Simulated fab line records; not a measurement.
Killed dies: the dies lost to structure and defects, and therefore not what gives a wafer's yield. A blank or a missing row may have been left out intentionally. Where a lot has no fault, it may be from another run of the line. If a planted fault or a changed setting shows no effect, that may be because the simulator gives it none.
Chamber matching :: flow sky130 :: cmp-01 running SKY_VIA4_CMP_02: 4 sister chambers
The step polishes SiO2. 4 wafers are shown with their chamber, then 7 later ones without.

WAFERS PAIRED WITH THEIR CHAMBERS
wafer: L412.3
chamber: 0
motor_current_A (A): 11.2

wafer: L412.4
chamber: 2
motor_current_A (A): 13.6

wafer: L416.2
chamber: 3
motor_current_A (A): 15.1

wafer: L416.3
chamber: 1
motor_current_A (A): 10.7

WAFERS WITH NO CHAMBER GIVEN
wafer: L416.5
motor_current_A (A): 13.6

wafer: L422.2
motor_current_A (A): 13.8

wafer: L422.3
motor_current_A (A): 10.8

wafer: L422.4
motor_current_A (A): 14.3

wafer: L423.1
motor_current_A (A): 14.2

wafer: L423.3
motor_current_A (A): 14.8

wafer: L423.6
motor_current_A (A): 13.3

WHICH CHAMBER EACH ONE RAN IN
wafer: L416.5
from the rows above: 2
in truth: 2

wafer: L422.2
from the rows above: 2
in truth: 2

wafer: L422.3
from the rows above: can't be placed: 1 or 0
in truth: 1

wafer: L422.4
from the rows above: can't be placed: 2 or 3
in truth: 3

wafer: L423.1
from the rows above: can't be placed: 2 or 3
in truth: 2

wafer: L423.3
from the rows above: 3
in truth: 3

wafer: L423.6
from the rows above: 2
in truth: 2
Correctly placed: 4 of 7. These rows do not allow placing 3 (true chamber among the candidates in 3). Number placed wrongly: 0.
How it was worked out, from the rows above alone: a wafer's distance from a chamber is the root of the sum, over the readings, of the square of ((its reading less the chamber's mean) divided by the reading's scatter). If the next closest chamber is less than 2 further off than the closest, the wafer can't be placed; otherwise it belongs to the closest. Each chamber's mean is taken over the wafers shown for it. The scatter: with one shown wafer a chamber, the root of the mean of the squares of how far each hidden wafer lies from its nearest shown one.
